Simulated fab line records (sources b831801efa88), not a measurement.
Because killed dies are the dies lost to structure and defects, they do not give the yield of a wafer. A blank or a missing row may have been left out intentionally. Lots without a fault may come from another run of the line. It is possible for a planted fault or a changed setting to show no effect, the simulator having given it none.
fab line records	flow gf180mcu
record: lots: 14	wafers: 42	last_day: 34
route steps=602 shown STI@5 VT_IMPLANT@97
lots that met no fault: from a run of the same line without faults
start_h: hours from the record's first day to the start of the lot's first wafer shown	wait_h: how many hours have passed since the lot's step before this one	" repeats the value in the row above	L1.1+2: one row covering several wafers at once	- no value, or no start given	* or withheld: withheld	< > ~ a bound
route shown NAME@n: a module of which the file shows steps, and the number in the route of the first	usual: mean and standard deviation over wafers with no fault	same: alike in all rows	chamber/n: place in a boat	sites: readings site by site	_std_site: standard deviation across them	_edge_site: the outer-site mean with the inner-site mean subtracted	radius_mm: how far each site lies from the wafer's centre	mask NAME#n: copy n	behind: tool/chamber where the wafer was last shaped	hold: what put the lot on hold/how long, in hours/how the hold closed	device: the n, p or np transistor that did not switch	end of line: tests run on the same wafers once the route is complete	for a step that has no rows: nothing shown but its recipe	killed: count of dies lost to structure and defects at first sort (not the wafer's yield)	map: a wafer's dies, marking killed ones x, the rest . and places with no die _
set.NAME: the setting as run; set.NAME@STEP: as run at that earlier step	model.NAME: the simulator's own value behind a step, which no gauge read
steps of the route over a sample of lots; a table a step, a row a wafer
services: a tool's chamber out of use, with start hour (start_h, from the record's first day; less than 0 if before it), hours out, and reason
== steps ==
step: GF_STI_THK_MEAS_04
recipe: reads: Si3N4_of_STI_CVD_03
usual: STI_CVD_03_THK: 206.8/2
lot.wafer	tool	chamber	start_h	wait_h	STI_CVD_03_THK[nm]
L694.1	film_metro-02	-	15.73	0.0	208.0
L694.2	"	-	"	"	208.7
L694.6	"	-	"	"	208.5
L695.2	film_metro-01	-	19.51	0.0	204.4
L695.5	"	-	"	"	206.9
L695.6	"	-	"	"	205.8
L696.3	film_metro-01	-	23.58	0.0	210.8
L696.4	"	-	"	"	210.0
L696.6	"	-	"	"	211.1
L697.2	film_metro-04	-	28.82	0.0	207.5
L697.5	"	-	"	"	206.2
L697.6	"	-	"	"	206.3
L698.1	film_metro-04	-	34.32	0.0	205.5
L698.2	"	-	"	"	205.4
L698.5	"	-	"	"	207.3
L699.1	film_metro-01	-	38.56	0.0	208.9
L699.2	"	-	"	"	206.3
L699.5	"	-	"	"	207.9
L702.1	film_metro-04	-	53.56	0.0	205.5
L702.4	"	-	"	"	205.0
L702.6	"	-	"	"	205.8
L705.2	film_metro-01	-	68.57	0.0	208.3
L705.3	"	-	"	"	206.0
L705.6	"	-	"	"	208.9
L706.2	film_metro-01	-	73.57	0.0	206.1
L706.4	"	-	"	"	206.4
L706.5	"	-	"	"	208.1
L713.1	film_metro-02	-	108.56	0.0	206.1
L713.2	"	-	"	"	205.4
L713.5	"	-	"	"	204.9
L714.1	film_metro-04	-	114.21	0.0	207.1
L714.4	"	-	"	"	207.7
L714.6	"	-	"	"	207.7
L715.1	film_metro-04	-	120.67	0.0	205.4
L715.5	"	-	"	"	205.2
L715.6	"	-	"	"	205.8
L716.2	film_metro-04	-	123.57	0.0	209.3
L716.3	"	-	"	"	209.0
L716.5	"	-	"	"	210.2
L717.2	film_metro-01	-	128.57	0.0	209.1
L717.3	"	-	"	"	209.3
L717.6	"	-	"	"	211.2
step: GF_STI_OXIDATION_21
recipe: temp_c: 1000	ambient: O2	stabilise_s: 600	purge_s: 300	target_thk_a: 150	ox_time_s: 458
usual: ox_temp_c: 1000.1/0.5	ox_temp_c_max: 1005.7/1.8	spike_tc_top_C: 1014.5/1.1	tube_center_temp_C: 1000/0.087	tube_center_temp_C_max: 1002.6/0.42	zone_power_upper_pct: 20.2/1.1
lot.wafer	tool	chamber	start_h	wait_h	ox_temp_c	ox_temp_c_max	spike_tc_top_C	tube_center_temp_C	tube_center_temp_C_max	zone_power_upper_pct
L694.1	furnace-01	0	27.91	0.0	999.3	1005.1	1013.8	1000.1	1002.1	19.3
L694.2	"	0	"	"	1000.0	1004.2	1013.9	1000.1	1002.6	19.3
L694.6	"	0	"	"	999.6	1003.7	1015.0	999.87	1002.3	19.2
L695.2	furnace-01	0	33.05	0.5	1000.0	1004.3	1012.0	1000	1002.4	19.2
L695.5	"	0	"	"	1000.2	1004.4	1012.7	999.95	1002.3	19.1
L695.6	"	0	"	"	1000.9	1004.8	1012.9	1000	1002.1	19.3
L696.3	furnace-02	0	36.51	0.7	1001.1	1009.1	1015.6	1000	1002.8	21.3
L696.4	"	0	"	"	1000.0	1007.6	1013.7	999.99	1002.5	21.1
L696.6	"	0	"	"	1000.9	1006.6	1014.8	1000.2	1002.9	21.6
L697.2	furnace-02	0	41.55	0.3	1000.8	1006.7	1014.4	999.81	1001.9	21.1
L697.5	"	0	"	"	1000.6	1006.5	1015.4	999.97	1003.0	21.5
L697.6	"	0	"	"	1000.3	1006.8	1013.2	999.88	1002.8	21.5
L698.1	furnace-01	0	47.84	0.4	999.7	1003.5	1013.4	999.89	1002.6	19.4
L698.2	"	0	"	"	1000.6	1004.8	1014.5	999.98	1002.9	18.9
L698.5	"	0	"	"	1000.5	1004.0	1014.7	1000.1	1003.2	19.4
L699.1	furnace-01	0	52.45	0.0	999.8	1003.5	1015.0	1000	1002.4	18.9
L699.2	"	0	"	"	1000.2	1005.3	1014.6	999.92	1002.8	19.2
L699.5	"	0	"	"	999.8	1002.9	1013.4	1000.1	1002.5	19.4
L702.1	furnace-02	0	68.08	0.5	999.8	1005.9	1014.4	1000.1	1003.9	21.2
L702.4	"	0	"	"	999.8	1006.3	1013.1	999.93	1002.8	21.3
L702.6	"	0	"	"	999.9	1006.8	1015.4	1000.1	1003.2	21.0
L705.2	furnace-01	-	83.04	0.1	-	-	-	-	-	-
L705.3	"	-	"	"	-	-	-	-	-	-
L705.6	"	-	"	"	-	-	-	-	-	-
L706.2	furnace-01	-	87.97	0.0	-	-	-	-	-	-
L706.4	"	-	"	"	-	-	-	-	-	-
L706.5	"	-	"	"	-	-	-	-	-	-
L713.1	furnace-02	0	123.58	0.0	1000.1	1008.4	1014.6	999.98	1003.5	21.5
L713.2	"	0	"	"	999.9	1006.3	1014.6	1000	1002.4	21.4
L713.5	"	0	"	"	999.7	1008.8	1015.3	1000	1002.2	21.5
L714.1	furnace-02	0	129.82	0.0	999.7	1007.1	1013.4	999.97	1002.4	21.5
L714.4	"	0	"	"	1000.6	1009.2	1015.6	999.94	1001.8	21.1
L714.6	"	0	"	"	1000.9	1008.0	1014.9	999.99	1002.2	21.1
L715.1	furnace-01	0	136.07	0.0	1000.1	1003.3	1015.6	999.91	1002.6	19.2
L715.5	"	0	"	"	1000.4	1005.5	1015.6	1000	1002.3	18.9
L715.6	"	0	"	"	1000.0	1003.8	1014.4	999.99	1003.4	19.0
L716.2	furnace-01	0	139.69	0.2	1000.0	1003.9	1014.0	1000	1002.9	18.7
L716.3	"	0	"	"	999.9	1003.8	1014.4	1000.1	1002.5	19.3
L716.5	"	0	"	"	1000.0	1003.2	1013.7	999.92	1002.5	19.0
L717.2	furnace-02	0	144.57	0.0	1000.2	1010.2	1014.2	999.95	1002.3	21.1
L717.3	"	0	"	"	1000.4	1007.0	1014.6	999.89	1002.7	21.5
L717.6	"	0	"	"	999.2	1006.4	1015.7	999.97	1001.8	21.4
step: GF_STI_THK_MEAS_30
recipe: reads: SiO2_of_STI_OXIDATION_29
usual: STI_OXIDATION_02_THK: 9.97/0.17
lot.wafer	tool	chamber	start_h	wait_h	STI_OXIDATION_02_THK[nm]
L694.1	film_metro-04	-	33.66	0.0	10.01
L694.2	"	-	"	"	9.94
L694.6	"	-	"	"	9.81
L695.2	film_metro-01	-	36.83	0.0	9.80
L695.5	"	-	"	"	10.04
L695.6	"	-	"	"	10.14
L696.3	film_metro-01	-	40.15	0.0	10.12
L696.4	"	-	"	"	9.89
L696.6	"	-	"	"	10.01
L697.2	film_metro-02	-	45.43	0.0	9.92
L697.5	"	-	"	"	9.77
L697.6	"	-	"	"	9.85
L698.1	film_metro-04	-	51.47	0.0	9.89
L698.2	"	-	"	"	9.79
L698.5	"	-	"	"	9.68
L699.1	film_metro-04	-	56.72	0.0	9.92
L699.2	"	-	"	"	9.88
L699.5	"	-	"	"	9.98
L702.1	film_metro-01	-	72.10	0.0	9.90
L702.4	"	-	"	"	9.91
L702.6	"	-	"	"	9.76
L705.2	film_metro-02	-	86.93	0.0	10.15
L705.3	"	-	"	"	10.21
L705.6	"	-	"	"	10.29
L706.2	film_metro-04	-	92.92	0.0	10.17
L706.4	"	-	"	"	10.38
L706.5	"	-	"	"	10.10
L713.1	film_metro-02	-	128.23	0.0	9.78
L713.2	"	-	"	"	9.98
L713.5	"	-	"	"	9.96
L714.1	film_metro-04	-	134.27	0.0	10.08
L714.4	"	-	"	"	9.99
L714.6	"	-	"	"	10.12
L715.1	film_metro-01	-	139.69	0.0	10.08
L715.5	"	-	"	"	10.30
L715.6	"	-	"	"	10.18
L716.2	film_metro-01	-	144.42	0.0	10.19
L716.3	"	-	"	"	10.27
L716.5	"	-	"	"	10.19
L717.2	film_metro-01	-	148.19	0.0	9.79
L717.3	"	-	"	"	9.77
L717.6	"	-	"	"	9.72
step: GF_VT_IMPLANT_OVL_MEAS_07
usual: VT_IMPLANT_OVL: 0.0/1.2
lot.wafer	tool	chamber	start_h	wait_h	VT_IMPLANT_OVL[nm]
L694.1	overlay-01	-	115.95	0.1	-0.9
L694.2	"	-	"	"	-0.9
L694.6	"	-	"	"	-0.9
L695.2	overlay-02	-	119.27	0.1	2.3
L695.5	"	-	"	"	-0.5
L695.6	"	-	"	"	2.2
L696.3	overlay-01	-	124.42	0.1	-1.3
L696.4	"	-	"	"	0.8
L696.6	"	-	"	"	0.4
L697.2	overlay-02	-	130.57	0.1	-0.7
L697.5	"	-	"	"	-1.5
L697.6	"	-	"	"	-0.5
L698.1	overlay-02	-	136.52	0.1	-1.0
L698.2	"	-	"	"	1.3
L698.5	"	-	"	"	0.3
L699.1	overlay-01	-	141.01	0.1	-2.8
L699.2	"	-	"	"	-0.8
L699.5	"	-	"	"	-0.9
L702.1	overlay-01	-	162.30	0.1	1.1
L702.4	"	-	"	"	1.5
L702.6	"	-	"	"	0.6
L713.1	overlay-02	-	227.50	0.1	1.0
L713.2	"	-	"	"	0.8
L713.5	"	-	"	"	-0.5
L714.1	overlay-02	-	236.46	0.1	-0.4
L714.4	"	-	"	"	0.9
L714.6	"	-	"	"	-1.0
L715.1	overlay-01	-	241.87	0.1	0.4
L715.5	"	-	"	"	0.5
L715.6	"	-	"	"	-1.8
L716.2	overlay-01	-	246.11	0.1	0.8
L716.3	"	-	"	"	-0.7
L716.5	"	-	"	"	1.2
L717.2	overlay-01	-	251.86	0.1	-2.1
L717.3	"	-	"	"	-0.4
L717.6	"	-	"	"	-1.1
== services ==
tool	chamber	start_h	hours	kind
furnace-01	-	9.82	3.3	pm
furnace-01	-	29.03	4.0	pm
furnace-02	-	114.98	2.5	pm
== key ==
first_sign: step: GF_STI_OXIDATION_21	reading: tool_record	direction: missing
effect none on later readings
met_at GF_STI_OXIDATION_21
struck_lots L705,L706
later_rows_left_out L705.2,L705.3,L705.6,L706.2,L706.4,L706.5
sort_left_out L705.2,L705.3,L705.6,L706.2,L706.4,L706.5
tester_left_out L705,L706
not_acting_at GF_STI_THK_MEAS_04,GF_STI_THK_MEAS_30,GF_VT_IMPLANT_OVL_MEAS_07
onset_between 52.45 83.04
fault: kind: skipped_step_whole	tool: furnace-01	chamber: -	onset_h: 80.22	steps: GF_STI_OXIDATION_21	scope: struck_lots_only
tester_left_out: of these lots the tester's yield and bins aren't shown, on N5 and GAA mostly nor the transistor test; their killed dies are dies lost to structure and defects alone, not to doping, threshold or leakage, so they don't give the yield
sort_left_out: the simulated sort isn't trusted on such a fault, so these wafers' sort isn't shown, and their yield isn't known
later_rows_left_out: the simulator's readings of these wafers behind a module that went badly wrong aren't trusted and aren't shown, but for the sort
